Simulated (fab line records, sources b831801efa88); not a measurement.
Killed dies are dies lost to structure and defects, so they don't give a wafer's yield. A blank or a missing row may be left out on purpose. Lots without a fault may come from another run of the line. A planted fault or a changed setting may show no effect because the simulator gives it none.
Which tool did it? | flow gf180mcu | 11 lots, 33 wafers sampled, at 6 steps of a route of 602

WHAT THE GAUGES READ, wafer by wafer
GF_V2_THK_MEAS_25: measures by xrf.
lot  | measured     | on            | V2_W_THK (nm)
L956 | day 20 01:24 | film_metro-02 | 341 347 344
L960 | day 21 18:33 | film_metro-01 | 346 345 343
L961 | day 22 06:07 | film_metro-04 | 346 354 355
L963 | day 22 22:48 | film_metro-02 | 347 343 345
L964 | day 23 07:13 | film_metro-02 | 342 344 344
L965 | day 23 16:41 | film_metro-04 | 344 349 345
L968 | day 24 17:07 | film_metro-01 | 340 340 347
L975 | day 27 00:17 | film_metro-04 | 355 351 354
L979 | day 28 02:54 | film_metro-01 | 333 335 328

WHICH TOOL RAN EACH LOT (tool, then ch and the chambers of the sampled wafers, then the start)
lot  | GF_CONTACT_ETCH_16                 | GF_CONTACT_ETCH_17                            | GF_CONTACT_STRIP_18                  | GF_M2_SPUTTER_01             | GF_V2_ETCH_17
L956 | rie_diel-02 ch 0,2, day 15 21:33   | rie_diel-02 ch 0,2, day 15 21:43 or earlier   | plasma_asher-01 ch 0,1, day 15 21:43 | pvd_sputter-01, day 17 23:04 | rie_diel-01 ch 1,2,3, day 20 01:24 or earlier
L960 | rie_diel-04 ch 0,1,3, day 17 11:33 | rie_diel-04 ch 0,1,3, day 17 11:43 or earlier | plasma_asher-01 ch 0,1, day 17 11:43 | pvd_sputter-02, day 19 15:48 | rie_diel-04 ch 0,1,2, day 21 18:33 or earlier
L961 | rie_diel-04 ch 0,1,2, day 18 01:58 | rie_diel-04 ch 0,1,2, day 18 02:07 or earlier | plasma_asher-01 ch 0, day 18 02:07   | pvd_sputter-01, day 20 05:15 | rie_diel-04 ch 1,3, day 22 06:07 or earlier
L963 | rie_diel-04 ch 1,3, day 18 16:27   | rie_diel-04 ch 1,3, day 18 16:37 or earlier   | plasma_asher-01 ch 0,1, day 18 16:37 | pvd_sputter-04, day 20 21:10 | rie_diel-01 ch 2,3, day 22 22:48 or earlier
L964 | rie_diel-04 ch 0,1,2, day 19 02:13 | rie_diel-04 ch 0,1,2, day 19 02:24 or earlier | plasma_asher-01 ch 0,1, day 19 02:24 | pvd_sputter-04, day 21 06:37 | rie_diel-01 ch 0,1,2, day 23 07:13 or earlier
L965 | rie_diel-01 ch 0,1, day 19 09:52   | rie_diel-01 ch 0,1, day 19 10:01 or earlier   | plasma_asher-01 ch 0,1, day 19 10:01 | pvd_sputter-04, day 21 15:10 | rie_diel-03 ch 2,3, day 23 16:41 or earlier
L968 | rie_diel-01 ch 0,1, day 20 15:15   | rie_diel-01 ch 0,1, day 20 15:25 or earlier   | plasma_asher-01 ch 0,1, day 20 15:25 | pvd_sputter-04, day 22 18:07 | rie_diel-03 ch 0,1,3, day 24 17:07 or earlier
L975 | rie_diel-01 ch 0,2,3, day 23 03:33 | rie_diel-01 ch 0,2,3, day 23 03:43 or earlier | plasma_asher-01 ch 0,1, day 23 03:43 | pvd_sputter-02, day 25 03:36 | rie_diel-03 ch 0,2,3, day 27 00:17 or earlier
L977 | rie_diel-01 ch 2,3, day 23 15:46   | rie_diel-01 ch 2,3, day 23 15:56 or earlier   | plasma_asher-01 ch 0,1, day 23 15:56 | -                            | -
L978 | rie_diel-01 ch 1,2, day 23 19:52   | rie_diel-01 ch 1,2, day 23 20:02 or earlier   | plasma_asher-04 ch 0,1, day 23 20:02 | -                            | -
L979 | rie_diel-01 ch 2,3, day 24 09:10   | rie_diel-01 ch 2,3, day 24 09:20 or earlier   | plasma_asher-01 ch 0,1, day 24 09:20 | pvd_sputter-04, day 26 07:59 | rie_diel-04 ch 0,1, day 28 02:54 or earlier
- GF_CONTACT_ETCH_16: etches BARC in N2/H2.
- GF_CONTACT_ETCH_17: etches SiO2 in C4F8/O2/Ar, stops on CoSi2, target depth 860 nm.
- GF_CONTACT_STRIP_18: strips in O2/N2.
- GF_M2_SPUTTER_01: material TiN, target thk 30 nm, time 25 s.
- GF_V2_ETCH_17: etches SiO2 in C4F8/O2/Ar, stops on TiN, target depth 630 nm.

THE ANSWER, worked out from the rows above alone
Rule: what is usual is taken from the lots themselves. Put in order of their means at a reading, lots are off if they are a third of the lots or fewer, leave a main group of 4 or more, and stand apart from it by a gap of 3 or more times the standard deviation of the main group's means; of several such gaps the widest counts. A main group whose means are all the same, to the digits that the tables above print for the reading, isn't used. A lot without any number at a reading at which 4 lots or more have one is off too. The other lots that the step has rows for count as sound.
No lot is off at any reading shown: from this, nothing can be told.

WHAT THE SIMULATOR HAD PUT IN
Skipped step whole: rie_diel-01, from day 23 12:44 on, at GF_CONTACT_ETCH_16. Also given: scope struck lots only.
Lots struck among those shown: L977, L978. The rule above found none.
